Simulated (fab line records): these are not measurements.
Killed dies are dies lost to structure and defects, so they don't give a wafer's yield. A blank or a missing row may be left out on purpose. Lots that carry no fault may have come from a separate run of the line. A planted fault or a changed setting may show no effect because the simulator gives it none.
A lot that was struck, set against a sound lot -- flow gf180mcu -- 16 steps out of a route of 602
Sound: wafers L887.2, L887.4, L887.6. Wafers struck: L892.1, L892.5, L892.6. The cause is given at the end.
Each step with rows lists, per side, the tool, then ch with its chambers, then its first start. Under that, the readings that differ: sound wafers -- struck wafers -- difference of the means -- sigmas: that difference in standard deviations of wafers without a fault.
alike: readings with means less than 2 such deviations apart, plus words and numbers identical on both sides. not compared: withheld readings, readings lacking a value on some wafer, bounds such as >300 that could conceal the same value, and numbers that have no deviation in the record and whose values overlap.
The two part at a step that has a row with sigmas, a row that says differs or no value, or rows on one side only. Numbers that have no deviation but don't overlap get no sigmas and don't part them. Lack of a reading on every wafer of one side parts them only where that side has two or more wafers.

GF_V2_CMP_04: polishes SiO2.
  sound on cmp-01 ch 1,2, day 21 07:05; struck on cmp-02 ch 0,1,2, day 23 02:16
  alike: head pressure psi, motor current A, slurry filter dp kPa, time to endpoint s
GF_V2_BOW_MEAS_05:
  sound on film metro-01 at day 21 07:24; struck on film metro-04 at day 23 02:25
  alike: V2_BOW
then, 8 steps without rows for these wafers: GF_V2_DEHYDRATE_06 (time 60 s); GF_V2_HMDS_07 (prime time 60 s); GF_V2_COAT_08; GF_V2_COAT_09 (resist thk 991.2 nm); GF_V2_SOFTBAKE_10 (time 60 s); GF_V2_EXPOSE_11 (exposes mask Via2, target cd 260 nm); GF_V2_PEB_12 (peb time 90 s); GF_V2_DEVELOP_13 (develop time 60 s).
GF_V2_CD_MEAS_14 targets a cd of 260 nm.
  sound on cd sem-01 at day 22 07:23; struck on cd sem-02 at day 24 01:04
  alike: cd nm
GF_V2_OVL_MEAS_15:
  sound on overlay-02 at day 22 07:29; struck on overlay-02 at day 24 01:11
  alike: V2_OVL
GF_V2_ETCH_16: etches BARC in N2/H2.
  sound on rie diel-03 ch 0,2,3, day 22 07:31; struck on rie diel-03 ch 0,1,3, day 24 01:13
  no value came back on the struck wafers for any of 6 readings (bias w (W), chamber pressure mTorr (mTorr) and others); on the sound wafers bias w (W) reads 100.01 100.10 99.88
GF_V2_ETCH_17: etches SiO2 in C4F8/O2/Ar, stops on TiN, target depth 630 nm.
  sound on rie diel-03 ch 0,2,3; struck on rie diel-03 ch 0,1,3
reading,sound,struck,difference,sigmas
oes product au (a.u.),0.864 0.845 0.862,0.381 0.369 0.374,-0.482,-96
  alike: bias w, chamber pressure mTorr
GF_V2_STRIP_18: strips in O2/N2.
  sound on plasma asher-03 ch 1, day 22 07:38; struck on plasma asher-03 ch 0,1, day 24 01:20
reading,sound,struck,difference,sigmas
oes product au (a.u.),0.595 0.591 0.588,0.608 0.615 0.603,+0.017,+3
  alike: drypump motor current A, heater power w, n2 flow sccm
  not compared: rf hours counter h
then, 1 step without rows for these wafers: GF_V2_STRIP_19 (strips in post etch residue remover, time 1200 s).

## WHERE THEY PART
First at GF_V2_ETCH_16; last, within this record, at GF_V2_STRIP_18.

WHY: whatever the simulator had introduced
Step skipped in full: rie diel-03, at GF_V2_ETCH_16, from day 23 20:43 onward. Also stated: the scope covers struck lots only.
